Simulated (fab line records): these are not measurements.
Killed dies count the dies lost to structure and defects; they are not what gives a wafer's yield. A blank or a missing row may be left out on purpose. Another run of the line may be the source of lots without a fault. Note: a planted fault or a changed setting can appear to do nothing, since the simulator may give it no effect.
Which tool did it? | flow sfqLine | 42 wafers from 14 lots sampled at 3 of the route's 325 steps

== WHAT EACH GAUGE READ, for each wafer ==
SFQ_M1_RS_MEAS_909: uses a four-point probe to measure. Usual: M1_NB_RS gives 0.884 ohm/sq (standard deviation 0.0099).
lot  | measured     | on           | M1_NB_RS (ohm/sq) | flag
L186 | day 16 05:32 | filmMetro-01 | 0.893 0.891 0.901 | 
L189 | day 17 09:04 | filmMetro-03 | 0.883 0.886 0.887 | 
L191 | day 18 07:59 | filmMetro-02 | 0.887 0.902 0.898 | 
L194 | day 19 20:38 | filmMetro-03 | 0.894 0.888 0.892 | 
L195 | day 20 00:32 | filmMetro-01 | 0.882 0.880 0.886 | 
L198 | day 20 20:19 | filmMetro-01 | 0.883 0.886 0.883 | 
L199 | day 21 00:30 | filmMetro-01 | 0.870 0.875 0.878 | 
L203 | day 23 14:05 | filmMetro-02 | 0.898 0.901 0.897 | 
L204 | day 24 03:20 | filmMetro-03 | 0.874 0.870 0.875 | 
L205 | day 24 15:16 | filmMetro-02 | 0.885 0.881 0.875 | 
L206 | day 24 23:52 | filmMetro-01 | 0.887 0.896 0.889 | 
L207 | day 25 18:29 | filmMetro-01 | 0.887 0.876 0.886 | 
L208 | day 26 01:43 | filmMetro-03 | 0.884 0.887 0.893 | 
L209 | day 26 23:53 | filmMetro-01 | 0.892 0.897 0.899 | 

== TOOL THAT RAN EACH LOT (tool first, then ch and the chambers of the sampled wafers, then the start) ==
lot  | SFQ_TRILAYER_I0_DEP_PECVD_027   | SFQ_TRILAYER_I0_VIA_STRIP_STRIP_035
L186 | pecvd-01 ch 0,1,2, day 11 00:50 | rieMetal-02 ch 0,1, day 16 04:46
L189 | pecvd-01 ch 0,1,2, day 12 00:47 | rieMetal-03 ch 0,1, day 17 08:10
L191 | pecvd-01 ch 0,1,2, day 12 23:35 | rieMetal-03 ch 0,1, day 18 07:06
L194 | pecvd-02 ch 0,1,2, day 13 18:47 | rieMetal-04 ch 0, day 19 19:30
L195 | pecvd-02 ch 0,1,2, day 14 00:37 | rieMetal-04 ch 0, day 19 23:35
L198 | pecvd-04 ch 0,1, day 14 13:47   | rieMetal-03 ch 0,1, day 20 19:35
L199 | pecvd-02 ch 0,1,2, day 14 16:11 | rieMetal-04 ch 1, day 20 23:11
L203 | pecvd-02 ch 0,1, day 17 04:11   | rieMetal-02 ch 0,1, day 23 13:10
L204 | pecvd-01 ch 0,1,2, day 17 15:01 | rieMetal-02 ch 0,1, day 24 02:34
L205 | pecvd-01 ch 0,1, day 17 23:23   | rieMetal-02 ch 0,1, day 24 14:22
L206 | pecvd-02 ch 0,1,2, day 18 09:07 | rieMetal-03 ch 0,1, day 24 22:46
L207 | pecvd-02 ch 0,1,2, day 18 22:19 | rieMetal-04 ch 0,1, day 25 17:36
L208 | pecvd-02 ch 0,1, day 19 07:55   | rieMetal-04 ch 0,1, day 26 00:48
L209 | pecvd-01 ch 0,2, day 20 03:24   | rieMetal-03 ch 0,1, day 26 22:58
- SFQ_TRILAYER_I0_DEP_PECVD_027: deposits SiO2 from SiH4/N2O, time 111.11 s, target thk 500 nm.
- SFQ_TRILAYER_I0_VIA_STRIP_STRIP_035: strips in O2.

== AS READ BY THE TOOLS THEMSELVES (means over the sampled wafers that have a number; for cases with no such wafer, the mark the record gives instead) ==
SFQ_TRILAYER_I0_DEP_PECVD_027. Usual: chamberPressureTorr 2.399 Torr, standard deviation 0.0051; heaterPowerW 98 W, standard deviation 10; throttleValvePct 24.2 %, standard deviation 1.
lot  | tool     | chamberPressureTorr (Torr) | heaterPowerW (W) | throttleValvePct (%) | flag
L186 | pecvd-01 | 2.402                      | 103              | 23.2                 | 
L189 | pecvd-01 | 2.396                      | 98               | 23.2                 | 
L191 | pecvd-01 | 2.395                      | 99               | 23.3                 | 
L194 | pecvd-02 | 2.397                      | 99               | 25.3                 | 
L195 | pecvd-02 | 2.404                      | 101              | 25.3                 | 
L198 | pecvd-04 | 2.400                      | 90               | 23.2                 | 
L199 | pecvd-02 | 2.397                      | 107              | 25.3                 | 
L203 | pecvd-02 | 2.395                      | 98               | 25.6                 | 
L204 | pecvd-01 | 2.401                      | 102              | 23.6                 | 
L205 | pecvd-01 | 2.396                      | 95               | 23.6                 | 
L206 | pecvd-02 | 2.397                      | 99               | 25.4                 | 
L207 | pecvd-02 | 2.398                      | 104              | 25.4                 | 
L208 | pecvd-02 | 2.398                      | 98               | 25.5                 | 
L209 | pecvd-01 | 2.404                      | 105              | 23.9                 | 

SFQ_TRILAYER_I0_VIA_STRIP_STRIP_035. Usual: drypumpMotorCurrentA 6.2 A, standard deviation 0.33; oesProductAu 1.001 a.u., standard deviation 0.0066.
lot  | tool        | drypumpMotorCurrentA (A) | oesProductAu (a.u.) | flag
L186 | rieMetal-02 | 5.9                      | 1.000               | 
L189 | rieMetal-03 | 6.2                      | 1.012               | 
L191 | rieMetal-03 | 6.3                      | 0.996               | 
L194 | rieMetal-04 | 6.5                      | 1.001               | 
L195 | rieMetal-04 | 6.4                      | 1.009               | 
L198 | rieMetal-03 | 6.3                      | 0.999               | 
L199 | rieMetal-04 | 6.6                      | 0.996               | 
L203 | rieMetal-02 | 5.8                      | 0.995               | 
L204 | rieMetal-02 | 5.9                      | 0.999               | 
L205 | rieMetal-02 | 5.8                      | 1.002               | 
L206 | rieMetal-03 | 6.2                      | 1.001               | 
L207 | rieMetal-04 | 6.6                      | 1.000               | 
L208 | rieMetal-04 | 6.5                      | 1.002               | 
L209 | rieMetal-03 | 6.3                      | 1.001               | 

== THE ANSWER, worked out from the rows above alone ==
Rule: take the mean of a lot's wafers that have a number; if it is more than 3 standard deviations from the usual mean, the lot is off. Also off: a lot with no number at a reading for which 4 or more lots have one. All remaining lots with rows at the step are treated as sound. Order of review: gauges by route order, followed by the tools' own readings, for which a lot's mean as printed above is used. The first step at which some lot is off is used, and at that step the reading that is off furthest; a lot without a number counts as furthest.
Nothing can be told from this: no lot is off at any reading shown.

== WHAT THE SIMULATOR HAD INSERTED ==
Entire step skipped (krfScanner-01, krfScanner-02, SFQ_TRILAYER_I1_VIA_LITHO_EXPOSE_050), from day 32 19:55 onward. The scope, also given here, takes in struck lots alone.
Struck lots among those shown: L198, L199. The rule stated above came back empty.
